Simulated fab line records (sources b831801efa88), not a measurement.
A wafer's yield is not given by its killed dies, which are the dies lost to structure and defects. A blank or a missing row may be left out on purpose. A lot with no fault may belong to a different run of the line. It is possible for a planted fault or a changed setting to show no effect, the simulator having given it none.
Which of the tools did it? + flow sfq-line + 16 lots with 47 wafers sampled at 2 steps, on a route of 325 steps

## WHAT THE GAUGES READ, wafer by wafer
SFQ_M2_OVL_MEAS_916.
| lot  | measured     | on         | M2_OVL (nm)             |
|------|--------------|------------|-------------------------|
| L258 | day 32 15:16 | overlay-02 | 2 -6 -5                 |
| L259 | day 33 02:04 | overlay-02 | 5 3 7                   |
| L260 | day 33 04:28 | overlay-02 | -16 -16 -17             |
| L261 | day 33 08:05 | overlay-02 | -7 -10 -12              |
| L262 | day 33 09:16 | overlay-01 | 1 -4 -9                 |
| L263 | day 33 16:23 | overlay-02 | 0 4 5                   |
| L264 | day 33 23:35 | overlay-01 | -17 -15 -14             |
| L265 | day 34 03:11 | overlay-01 | -5 5 2                  |
| L266 | day 34 08:06 | overlay-01 | 0 -7 -2                 |
| L267 | day 34 12:55 | overlay-01 | -17 -18 -14             |
| L268 | day 36 03:19 | overlay-02 | 159 156 162 159         |
| L269 | day 36 05:43 | overlay-02 | 157 158 157 159 162 160 |
| L270 | day 36 11:43 | overlay-01 | 161 168 165 165 172 164 |
| L276 | day 38 11:50 | overlay-02 | 5 5 5                   |
| L277 | day 38 15:58 | overlay-01 | 151 159 155 154 158 159 |
| L281 | day 40 17:53 | overlay-01 | -8 -9 -6                |

## TOOL THAT RAN EACH LOT (tool first, then ch and the chambers of the sampled wafers, then the start)
| lot  | SFQ_TRILAYER_M2_LITHO_EXPOSE_058  |
|------|-----------------------------------|
| L258 | krf-scanner-02 ch 0, day 32 13:58 |
| L259 | krf-scanner-02 ch 0, day 33 00:58 |
| L260 | krf-scanner-02 ch 0, day 33 02:58 |
| L261 | krf-scanner-02 ch 0, day 33 07:10 |
| L262 | krf-scanner-02 ch 0, day 33 07:46 |
| L263 | krf-scanner-01 ch 0, day 33 15:17 |
| L264 | krf-scanner-01 ch 0, day 33 22:17 |
| L265 | krf-scanner-01 ch 0, day 34 02:05 |
| L266 | krf-scanner-02 ch 0, day 34 06:36 |
| L267 | krf-scanner-02 ch 0, day 34 11:36 |
| L268 | krf-scanner-02 ch 0, day 36 02:00 |
| L269 | krf-scanner-02 ch 0, day 36 04:24 |
| L270 | krf-scanner-02 ch 0, day 36 10:36 |
| L276 | krf-scanner-01 ch 0, day 38 10:20 |
| L277 | krf-scanner-02 ch 0, day 38 14:40 |
| L281 | krf-scanner-01 ch 0, day 40 16:35 |
- SFQ_TRILAYER_M2_LITHO_EXPOSE_058: exposes mask M2, target cd 500 nm.

## AS READ BY THE TOOLS THEMSELVES (means over the sampled wafers that have a number; for cases with no such wafer, the mark the record gives instead)
The record holds no such reading with a usual standard deviation.

## THE ANSWER, worked out from the rows above alone
Rule: the lots themselves supply what counts as usual. Put in order of their means at a reading, lots are off if they are a third of the lots or fewer, leave a main group of 4 or more, and stand apart from it by a gap of 3 or more times the standard deviation of the main group's means; of several such gaps the widest counts. A main group is skipped when, at the precision printed for the reading in the tables above, its means are all equal. A lot without any number at a reading at which 4 lots or more have one is off too. All remaining lots with rows at the step are treated as sound. The gauges are gone through in route order, then the tools' own readings, and for those a lot's mean is taken as printed above. At the first step where some lot is off, the reading lying furthest off is the one used; lots without a number count as furthest.
Off: at SFQ_M2_OVL_MEAS_916 (M2_OVL), L268, L269, L270, L277. Mean -5 nm and standard deviation 7.6 in the main group.
A tool fits if, at a process step before that reading, it ran every lot that is off, and no sound lot after the first of them. Those tools and the gauges at SFQ_M2_OVL_MEAS_916 are tried in the same way. One candidate fits, namely krf-scanner-02 at SFQ_TRILAYER_M2_LITHO_EXPOSE_058. A fault onset in the window from L267 (day 34 11:36, its last sound lot) to L268 (day 36 02:00, its first lot off) fits.

## WHAT HAD BEEN PUT IN BY THE SIMULATOR
Scanner matching overlay: krf-scanner-02, from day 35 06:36 on, at SFQ_TRILAYER_M2_LITHO_EXPOSE_058. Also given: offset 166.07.
Lots struck among those shown: L268, L269, L270, L277. The same result came from the rule above.
